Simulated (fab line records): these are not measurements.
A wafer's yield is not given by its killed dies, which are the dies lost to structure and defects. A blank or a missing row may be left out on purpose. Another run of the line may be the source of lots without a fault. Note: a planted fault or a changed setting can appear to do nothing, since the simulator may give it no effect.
Which tool was responsible? -- flow gf180mcu -- route of 602 steps, sampled at 1 step: 7 lots, 20 wafers

## WHAT EACH GAUGE READ, for each wafer
GF_V1_THK_MEAS_01.
lot,measured,on,V1_CVD_00_THK (nm)
L699,day 17 20:43,film_metro-02,603 619 606
L701,day 18 07:11,film_metro-02,606 608 593
L704,day 19 14:52,film_metro-01,594 611 596
L708,day 21 08:55,film_metro-02,601 602 609
L714,day 23 12:32,film_metro-02,610 598
L716,day 24 05:08,film_metro-01,595 599 602
L719,day 24 20:47,film_metro-02,591 611 610

## WHICH TOOL RAN EACH LOT (tool, then ch and the chambers of the sampled wafers, then the start)
No process step before these readings appears in the record.

## THE ANSWER, worked out from the rows above alone
Rule: the usual values come from the lots themselves. The widest of any qualifying gaps counts: lots, ordered by their means at a reading, are off when they make up no more than a third of the lots, leave a main group of 4 or more, and stand apart from it by 3 or more times the standard deviation of that group's means. If all means in a main group match to the digits the tables above print for the reading, that group is not used. A lot without any number at a reading at which 4 lots or more have one is off too. The other lots that the step has rows for count as sound.
No lot is off at any reading shown: from this, nothing can be told.

## WHAT WAS PUT IN BY THE SIMULATOR
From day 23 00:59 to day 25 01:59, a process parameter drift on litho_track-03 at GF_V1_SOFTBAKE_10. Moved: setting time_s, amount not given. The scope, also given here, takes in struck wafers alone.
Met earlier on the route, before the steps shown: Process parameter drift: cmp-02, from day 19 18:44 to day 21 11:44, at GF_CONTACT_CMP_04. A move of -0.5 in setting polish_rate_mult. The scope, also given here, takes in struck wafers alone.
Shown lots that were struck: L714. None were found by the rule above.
